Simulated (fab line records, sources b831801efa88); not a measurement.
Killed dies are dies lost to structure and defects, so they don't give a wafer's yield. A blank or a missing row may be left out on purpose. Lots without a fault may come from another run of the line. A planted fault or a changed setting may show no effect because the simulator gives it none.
A struck lot beside a sound one | flow sky130 | 14 steps out of a route of 708
Sound: wafers L276.1, L276.2, L276.5. Struck: wafers L287.2, L287.4, L287.5. The cause comes at the end.
At each step with rows: each side's tool, then ch and its chambers, then its first start. Under that, the readings that differ: sound wafers | struck wafers | difference of the means | sigmas: that difference in standard deviations of wafers without a fault.
alike: readings whose means differ by less than 2 such deviations, and words and numbers that are the same on both sides. not compared: withheld readings, readings that some wafer has no value for, bounds like >300 that may hide the same value, and numbers for which the record gives no deviation and whose values overlap.
The two part at a step that has a row with sigmas, a row that says differs or no value, or rows on one side only. Numbers that don't overlap but have no deviation are shown without sigmas and don't part them. A reading that every wafer of one side lacks parts them only if that side has two wafers or more.

first, 3 steps without rows for these wafers: SKY_VT_ADJUST_HVTP_EXPOSE_04 (exposes mask HVTPM, target cd 380 nm); SKY_VT_ADJUST_HVTP_PEB_05; SKY_VT_ADJUST_HVTP_DEVELOP_06 (develop time 60 s).
SKY_VT_ADJUST_HVTP_CD_MEAS_07: target cd 380 nm.
  sound on cd_sem-02, day 8 08:34; struck on cd_sem-02, day 11 05:20
  alike: cd_nm
SKY_VT_ADJUST_HVTP_OVL_MEAS_08:
  sound on overlay-01, day 8 08:41; struck on overlay-01, day 11 05:27
  alike: VT_ADJUST_HVTP_OVL
then, 1 step without rows for these wafers: SKY_VT_ADJUST_HVTP_IMPLANT_09.
SKY_VT_ADJUST_HVTP_STRIP_10: strips in O2/N2.
  sound on plasma_asher-03 ch 0,1, day 8 08:53; struck on plasma_asher-01 ch 1, day 11 05:38
  alike: drypump_motor_current_A, oes_product_au, strip_time_to_endpoint_s
  not compared: rf_hours_counter_h
SKY_VT_ADJUST_HVTP_TW_MEAS_11:
  sound on film_metro-03, day 8 08:59; struck on film_metro-03, day 11 05:44
  alike: VT_ADJUST_HVTP_TW
then, 4 steps without rows for these wafers: SKY_VT_ADJUST_LVTN_DEHYDRATE_00 (time 60 s); SKY_VT_ADJUST_LVTN_HMDS_01 (prime time 60 s); SKY_VT_ADJUST_LVTN_COAT_02 (resist thk 3000 nm); SKY_VT_ADJUST_LVTN_SOFTBAKE_03.
SKY_VT_ADJUST_LVTN_EXPOSE_04: exposes mask NWM COMPLEMENT LESS NATIVE, target cd 840 nm.
  sound on iline_stepper-02 ch 0, day 8 19:04; struck on iline_stepper-01, day 11 17:53
  no value came back on the struck wafers for exposure_dose_mJ_cm2, focus_offset_nm (nm), sigma_outer; on the sound wafers exposure_dose_mJ_cm2 reads 194.03 194.40 194.00
  alike: mask
then, 1 step without rows for these wafers: SKY_VT_ADJUST_LVTN_PEB_05.

WHERE THEY PART
Only at SKY_VT_ADJUST_LVTN_EXPOSE_04, within this record.

WHY: what the simulator had put in
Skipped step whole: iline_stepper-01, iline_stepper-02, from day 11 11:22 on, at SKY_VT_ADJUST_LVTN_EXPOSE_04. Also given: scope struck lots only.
